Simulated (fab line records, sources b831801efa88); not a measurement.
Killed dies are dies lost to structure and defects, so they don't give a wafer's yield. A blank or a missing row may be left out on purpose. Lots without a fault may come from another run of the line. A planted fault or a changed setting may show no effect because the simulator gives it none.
One fault seen from 2 desks | flow gf180mcu | each desk has only its own numbers; what lay behind them comes last

THE METROLOGY DESK
What the gauges read, lot by lot, whatever tool the lot ran on: means of the sampled wafers that have a number. A lot is out of limits, marked OUT, if its mean lies more than 4 standard deviations from the usual mean; the brackets give that distance.
Columns: A = HV_LDD_CVD_54_THK at GF_HV_LDD_THK_MEAS_55, usual 9.97 nm; B = NSD_RS at GF_PSD_RS_MEAS_14, usual 46.10 ohm/sq; C = PSD_RS at GF_PSD_RS_MEAS_15, usual 108.48 ohm/sq
lot  | first seen here | A     | B     | C
L974 | day 12 16:53    | 9.96  | 46.10 | 108.54
L975 | day 13 11:01    | 9.96  | 46.00 | 108.38
L977 | day 13 17:56    | 9.99  | 46.12 | 108.62
L976 | day 13 20:28    | 9.84  | 46.27 | 108.61
L978 | day 14 03:46    | 10.00 | 46.09 | 108.40
L980 | day 14 20:30    | 9.91  | 46.14 | 108.53
L981 | day 15 03:36    | 9.88  | 46.06 | 108.31
L982 | day 15 06:55    | 9.82  | 46.10 | 108.35
L986 | day 16 19:59    | 10.17 | 46.02 | 107.88
L991 | day 18 09:56    | 9.93  | 46.05 | 108.17
L995 | day 19 18:45    | 9.78  | 46.07 | 108.50
L996 | day 19 23:30    | 9.87  | 46.04 | 108.21
This desk's finding: nothing out of limits on any of the 12 lots.

THE TOOL OWNER'S DESK: rie_si-01
The tool's own readings at GF_POLY_GATE_ETCH_13 (etches poly-Si in HBr/Cl2, stops on SiO2, target depth 198.5 nm, time 69.6 s): means of the sampled wafers that have a number, for each lot that ran on this tool. A lot is out of limits, marked OUT, if its mean lies more than 4 standard deviations from the usual mean; the brackets give that distance.
Columns: A = drypump_motor_current_A at GF_POLY_GATE_ETCH_13, usual 5.7 A; B = oes_product_au at GF_POLY_GATE_ETCH_13, usual 0.990 a.u.; C = rf_fwd_power_W at GF_POLY_GATE_ETCH_13, usual 396.8 W; D = run_length_s at GF_POLY_GATE_ETCH_13, usual 97.9 s; E = throttle_valve_pct at GF_POLY_GATE_ETCH_13, usual 33.684 %
lot  | first seen here | A   | B     | C     | D               | E
L976 | day 10 09:35    | 5.6 | 0.992 | 394.6 | 97.4            | 33.683
L980 | day 11 09:56    | 5.8 | 0.991 | 395.6 | 97.8            | 33.683
L981 | day 11 14:40    | 6.2 | 1.005 | 396.9 | 97.8            | 33.690
L982 | day 11 18:35    | 6.0 | 0.984 | 396.4 | 97.7            | 33.676
L986 | day 13 01:53    | 6.0 | 1.002 | 396.7 | 96.8            | 33.676
L991 | day 14 11:38    | 5.7 | 1.010 | -     | 95.5 (-6.2) OUT | 33.672
This desk's finding: out of limits on L991; first on L991, day 14 11:38 (run_length_s at GF_POLY_GATE_ETCH_13). In limits: L976, L980, L981, L982, L986.

PUT TOGETHER
The tool owner's desk could have raised an alarm at day 14 11:38, on L991.
The metrology desk saw nothing out of limits.
The metrology desk has L991 on record, within its limits.
Of the lots named, all ran GF_POLY_GATE_ETCH_13 on rie_si-01.

WHAT THE SIMULATOR HAD PUT IN
Process parameter drift: rie_si-01, from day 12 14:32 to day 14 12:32, at GF_POLY_GATE_ETCH_13. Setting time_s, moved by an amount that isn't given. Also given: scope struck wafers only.
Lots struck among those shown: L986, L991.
Hours from the fault's start to each desk's first reading out of limits: the tool owner's desk, 45.
